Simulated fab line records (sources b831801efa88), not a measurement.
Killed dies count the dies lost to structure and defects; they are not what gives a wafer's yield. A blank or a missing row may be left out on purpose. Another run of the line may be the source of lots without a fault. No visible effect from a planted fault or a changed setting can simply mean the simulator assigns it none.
Shared-tool check -- flow gf180mcu -- 12 lots, 36 wafers sampled

== REASON IT WAS OPENED ==
At GF_V2_CD_MEAS_14 the reading cdNm is flagged on 1 of 12 lots. No-fault wafers: 260.4 nm, standard deviation 1.
Rule: a lot gets a flag if all its wafers with a number sit over 4 standard deviations from that mean, or if no wafer of it has a number. The other lots count as sound.

lot,measured,on,"cdNm (nm), wafer by wafer",flag
L878,day 20 19:23,cdSem-02,260.5 262.1 261.8,
L879,day 21 06:05,cdSem-01,260.4 260.5 260.6,
L880,day 21 11:32,cdSem-01,259.6 259.0 259.8,
L881,day 21 17:35,cdSem-02,258.8 259.4 259.7,
L882,day 22 02:56,cdSem-01,261.7 261.2 260.9,
L883,day 22 13:45,cdSem-02,260.2 260.7 261.1,
L888,day 24 06:14,cdSem-02,261.7 260.3 260.9,
L889,day 24 21:41,cdSem-02,259.7 259.6 261.0,
L890,day 25 00:47,cdSem-02,259.3 260.1 259.7,
L893,day 25 21:46,cdSem-01,261.4 262.4 262.4,
L899,day 27 14:59,cdSem-01,260.1 260.9 259.5,
L900,day 27 23:08,cdSem-01,266.2 271.7 274.7,FLAGGED
The mean of the flagged lots' numbers is 270.9 nm, +10.5 nm from the usual (+10 standard deviations).

== EACH LOT AND THE TOOL IT RAN ON ==
The record holds 1 process step before the reading, out of a route of 602 steps. In each cell: the tool, then ch and the chambers that the sampled wafers went through, then the start.
lot,flag,GF_V2_EXPOSE_11
L878,,"krfScanner-02 ch 0, day 20 07:22"
L879,,"krfScanner-02 ch 0, day 20 18:00"
L880,,"krfScanner-01 ch 0, day 20 23:19"
L881,,"krfScanner-02 ch 0, day 21 05:49"
L882,,"krfScanner-01 ch 0, day 21 15:34"
L883,,"krfScanner-01 ch 0, day 22 02:12"
L888,,"krfScanner-01 ch 0, day 23 19:32"
L889,,"krfScanner-01 ch 0, day 24 10:56"
L890,,"krfScanner-01 ch 0, day 24 13:50"
L893,,"krfScanner-02 ch 0, day 25 10:59"
L899,,"krfScanner-01 ch 0, day 27 05:23"
L900,FLAGGED,"krfScanner-02 ch 0, day 27 13:11"
What the steps here do:
- GF_V2_EXPOSE_11: exposes mask Via2, target cd 260 nm.
- GF_V2_CD_MEAS_14: target cd 260 nm.

== FLAGGED OVER TOTAL, TOOL BY TOOL (the gauges that took the reading come last) ==
step,tool,lots run,flagged,share of the flagged lots,sound lots run after its first flagged lot
GF_V2_EXPOSE_11,krfScanner-01,7,0,none,-
GF_V2_EXPOSE_11,krfScanner-02,5,1,all,0
GF_V2_CD_MEAS_14,cdSem-01,6,1,all,0
GF_V2_CD_MEAS_14,cdSem-02,6,0,none,-

== WHAT THE TABLE PERMITS ==
Rows of the table that ran all the flagged lots, 2 in number: krfScanner-02 at GF_V2_EXPOSE_11; cdSem-01 at GF_V2_CD_MEAS_14.
- krfScanner-02 at GF_V2_EXPOSE_11: 1 of its 5 lots flagged. Its last sound lot is L893 (day 25 10:59), its first flagged lot L900 (day 27 13:11): a fault that began between those two fits. Its own readings (exposureDoseMJCm2) fall more than 4 standard deviations out on all wafers of the flagged lots.
- cdSem-01 at GF_V2_CD_MEAS_14: 1 of its 6 lots flagged. Its last sound lot is L899 (day 27 14:59), its first flagged lot L900 (day 27 23:08): a fault that began between those two fits.
These 2 tools cannot be told apart by counting lots, since each of them fits a fault that started at some hour. More lots, or a look at what each step does to the wafer, might.

== WHAT THE SIMULATOR PUT IN ==
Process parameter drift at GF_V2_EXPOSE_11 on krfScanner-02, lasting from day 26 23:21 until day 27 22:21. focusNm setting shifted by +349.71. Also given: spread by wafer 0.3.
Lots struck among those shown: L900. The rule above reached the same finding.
